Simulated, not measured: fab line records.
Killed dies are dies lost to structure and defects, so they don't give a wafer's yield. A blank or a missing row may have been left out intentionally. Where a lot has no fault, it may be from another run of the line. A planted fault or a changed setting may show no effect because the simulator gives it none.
The tool behind it: which one? :: flow gf180mcu :: 13 lots with 39 wafers sampled at 3 steps, on a route of 602 steps

## WHAT EACH GAUGE READ, for each wafer
GF_V4_THK_MEAS_01. Usual: V4_CVD_00_THK gives 602 nm (standard deviation 4.9).
lot: L263
measured: day 23 15:51
on: film metro-01
V4_CVD_00_THK (nm): 601 603 594
flag: 

lot: L265
measured: day 24 12:22
on: film metro-01
V4_CVD_00_THK (nm): 601 600 598
flag: 

lot: L266
measured: day 24 14:48
on: film metro-02
V4_CVD_00_THK (nm): 604 601 605
flag: 

lot: L267
measured: day 24 20:44
on: film metro-02
V4_CVD_00_THK (nm): 604 606 605
flag: 

lot: L268
measured: day 25 11:15
on: film metro-02
V4_CVD_00_THK (nm): 603 603 604
flag: 

lot: L269
measured: day 25 14:07
on: film metro-01
V4_CVD_00_THK (nm): 609 603 612
flag: 

lot: L270
measured: day 26 03:23
on: film metro-04
V4_CVD_00_THK (nm): 599 600 606
flag: 

lot: L272
measured: day 26 10:40
on: film metro-04
V4_CVD_00_THK (nm): 601 600 598
flag: 

lot: L273
measured: day 26 15:58
on: film metro-04
V4_CVD_00_THK (nm): 600 595 602
flag: 

lot: L278
measured: day 28 10:03
on: film metro-04
V4_CVD_00_THK (nm): 611 611 609
flag: 

lot: L280
measured: day 28 23:40
on: film metro-02
V4_CVD_00_THK (nm): 608 601 602
flag: 

lot: L282
measured: day 29 11:17
on: film metro-01
V4_CVD_00_THK (nm): 603 599 604
flag: 

lot: L283
measured: day 29 20:46
on: film metro-02
V4_CVD_00_THK (nm): 602 606 600
flag: 

## EACH LOT AND THE TOOL THAT RAN IT (in order: tool; ch and the chambers of the sampled wafers; start)
lot: L263
GF_VT_IMPLANT_EXPOSE_15: iline stepper-01 ch 0, day 5 21:30
GF_V3_CVD_02: pecvd-04 ch 0,1,2, day 21 16:05

lot: L265
GF_VT_IMPLANT_EXPOSE_15: iline stepper-01 ch 0, day 6 12:16
GF_V3_CVD_02: pecvd-03 ch 0,1,2, day 22 11:34

lot: L266
GF_VT_IMPLANT_EXPOSE_15: iline stepper-02 ch 0, day 6 14:49
GF_V3_CVD_02: pecvd-03 ch 0,1, day 22 12:51

lot: L267
GF_VT_IMPLANT_EXPOSE_15: iline stepper-02 ch 0, day 6 21:34
GF_V3_CVD_02: pecvd-01 ch 0,1, day 22 21:47

lot: L268
GF_VT_IMPLANT_EXPOSE_15: iline stepper-02 ch 0, day 7 11:20
GF_V3_CVD_02: pecvd-03 ch 0,2, day 23 12:11

lot: L269
GF_VT_IMPLANT_EXPOSE_15: iline stepper-01 ch 0, day 7 12:49
GF_V3_CVD_02: pecvd-01 ch 0,2, day 23 15:26

lot: L270
GF_VT_IMPLANT_EXPOSE_15: iline stepper-01 ch 0, day 7 19:56
GF_V3_CVD_02: pecvd-01 ch 0,1,2, day 24 06:34

lot: L272
GF_VT_IMPLANT_EXPOSE_15: iline stepper-02 ch 0, day 8 06:25
GF_V3_CVD_02: pecvd-04 ch 0,2, day 24 12:40

lot: L273
GF_VT_IMPLANT_EXPOSE_15: iline stepper-02 ch 0, day 8 11:56
GF_V3_CVD_02: pecvd-03 ch 0,2, day 24 18:55

lot: L278
GF_VT_IMPLANT_EXPOSE_15: iline stepper-02 ch 0, day 9 20:08
GF_V3_CVD_02: pecvd-01 ch 0,2, day 26 14:25

lot: L280
GF_VT_IMPLANT_EXPOSE_15: iline stepper-01 ch 0, day 10 07:36
GF_V3_CVD_02: pecvd-01 ch 0,1,2, day 27 05:58

lot: L282
GF_VT_IMPLANT_EXPOSE_15: iline stepper-01 ch 0, day 10 19:33
GF_V3_CVD_02: pecvd-04 ch 1,2, day 27 17:16

lot: L283
GF_VT_IMPLANT_EXPOSE_15: iline stepper-01 ch 0, day 11 03:48
GF_V3_CVD_02: pecvd-01 ch 0,1,2, day 28 02:11
- GF_VT_IMPLANT_EXPOSE_15: exposes mask Nwell LV AREA, target cd 860 nm.
- GF_V3_CVD_02: deposits SiO2 from TEOS, target thk 850 nm, time 94.851 s.

## AS READ BY THE TOOLS THEMSELVES (means over the sampled wafers that have a number; for cases with no such wafer, the mark the record gives instead)
GF_VT_IMPLANT_EXPOSE_15. Usual: exposure dose mJ cm2 140.00, standard deviation 0.14; reticle temp C 23.01 C, standard deviation 0.11; stage vel mm s 500.01 mm/s, standard deviation 0.24.
lot: L263
tool: iline stepper-01
exposure dose mJ cm2: 139.97
reticle temp C (C): 23.05
stage vel mm s (mm/s): 500.11
flag: 

lot: L265
tool: iline stepper-01
exposure dose mJ cm2: 140.05
reticle temp C (C): 22.98
stage vel mm s (mm/s): 499.64
flag: 

lot: L266
tool: iline stepper-02
exposure dose mJ cm2: 139.82
reticle temp C (C): 22.99
stage vel mm s (mm/s): 500.02
flag: 

lot: L267
tool: iline stepper-02
exposure dose mJ cm2: 139.93
reticle temp C (C): 23.02
stage vel mm s (mm/s): 500.05
flag: 

lot: L268
tool: iline stepper-02
exposure dose mJ cm2: 140.11
reticle temp C (C): 23.00
stage vel mm s (mm/s): 499.99
flag: 

lot: L269
tool: iline stepper-01
exposure dose mJ cm2: 139.76
reticle temp C (C): 23.12
stage vel mm s (mm/s): 500.45
flag: 

lot: L270
tool: iline stepper-01
exposure dose mJ cm2: 139.98
reticle temp C (C): 22.96
stage vel mm s (mm/s): 500.09
flag: 

lot: L272
tool: iline stepper-02
exposure dose mJ cm2: 140.11
reticle temp C (C): 22.92
stage vel mm s (mm/s): 499.65
flag: 

lot: L273
tool: iline stepper-02
exposure dose mJ cm2: 140.13
reticle temp C (C): 23.09
stage vel mm s (mm/s): 500.39
flag: 

lot: L278
tool: iline stepper-02
exposure dose mJ cm2: 140.19
reticle temp C (C): 23.01
stage vel mm s (mm/s): 500.22
flag: 

lot: L280
tool: iline stepper-01
exposure dose mJ cm2: 151.23
reticle temp C (C): 23.08
stage vel mm s (mm/s): 499.86
flag: OFF

lot: L282
tool: iline stepper-01
exposure dose mJ cm2: 151.08
reticle temp C (C): 23.05
stage vel mm s (mm/s): 500.20
flag: OFF

lot: L283
tool: iline stepper-01
exposure dose mJ cm2: 151.28
reticle temp C (C): 23.10
stage vel mm s (mm/s): 500.03
flag: OFF

GF_V3_CVD_02. Usual: 684 W for heater power w, sd 87.
lot: L263
tool: pecvd-04
heater power w (W): 703
flag: 

lot: L265
tool: pecvd-03
heater power w (W): 742
flag: 

lot: L266
tool: pecvd-03
heater power w (W): 659
flag: 

lot: L267
tool: pecvd-01
heater power w (W): 614
flag: 

lot: L268
tool: pecvd-03
heater power w (W): 759
flag: 

lot: L269
tool: pecvd-01
heater power w (W): 775
flag: 

lot: L270
tool: pecvd-01
heater power w (W): 674
flag: 

lot: L272
tool: pecvd-04
heater power w (W): 671
flag: 

lot: L273
tool: pecvd-03
heater power w (W): 710
flag: 

lot: L278
tool: pecvd-01
heater power w (W): 647
flag: 

lot: L280
tool: pecvd-01
heater power w (W): 698
flag: 

lot: L282
tool: pecvd-04
heater power w (W): 583
flag: 

lot: L283
tool: pecvd-01
heater power w (W): 691
flag: 

## THE ANSWER, worked out from the rows above alone
Rule: lot off if the mean of its wafers having a number is beyond 3 standard deviations from the usual mean. A lot without any number at a reading at which 4 lots or more have one is off too. Any other lot the step has rows for is counted as sound. After the gauges, taken in route order, come the tools' own readings; for these a lot's mean is taken, as printed above. At the first step where some lot is off, the reading lying furthest off is the one used; lots without a number count as furthest.
Off: L280, L282, L283, at GF_VT_IMPLANT_EXPOSE_15 (exposure dose mJ cm2).
A tool fits if, at that step or a process step before it, it ran every lot that is off, and no sound lot after the first of them. One fits: GF_VT_IMPLANT_EXPOSE_15 on iline stepper-01. Its last sound lot is L270 (day 7 19:56), its first lot that is off L280 (day 10 07:36): a fault that began between those two fits.
The tool's own readings at GF_VT_IMPLANT_EXPOSE_15 bear it out: on the lots that are off they differ by more than 5 times the standard deviation of the sound lots' means. exposure dose mJ cm2 reads 151.20 there against 140.00 on the sound lots.

## WHAT THE SIMULATOR PUT IN
Process parameter drift: iline stepper-01, from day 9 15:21 on, at GF_VT_IMPLANT_EXPOSE_15. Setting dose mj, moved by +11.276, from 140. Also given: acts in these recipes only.
Struck lots among those shown: L280, L282, L283. The rule given above showed the same thing.
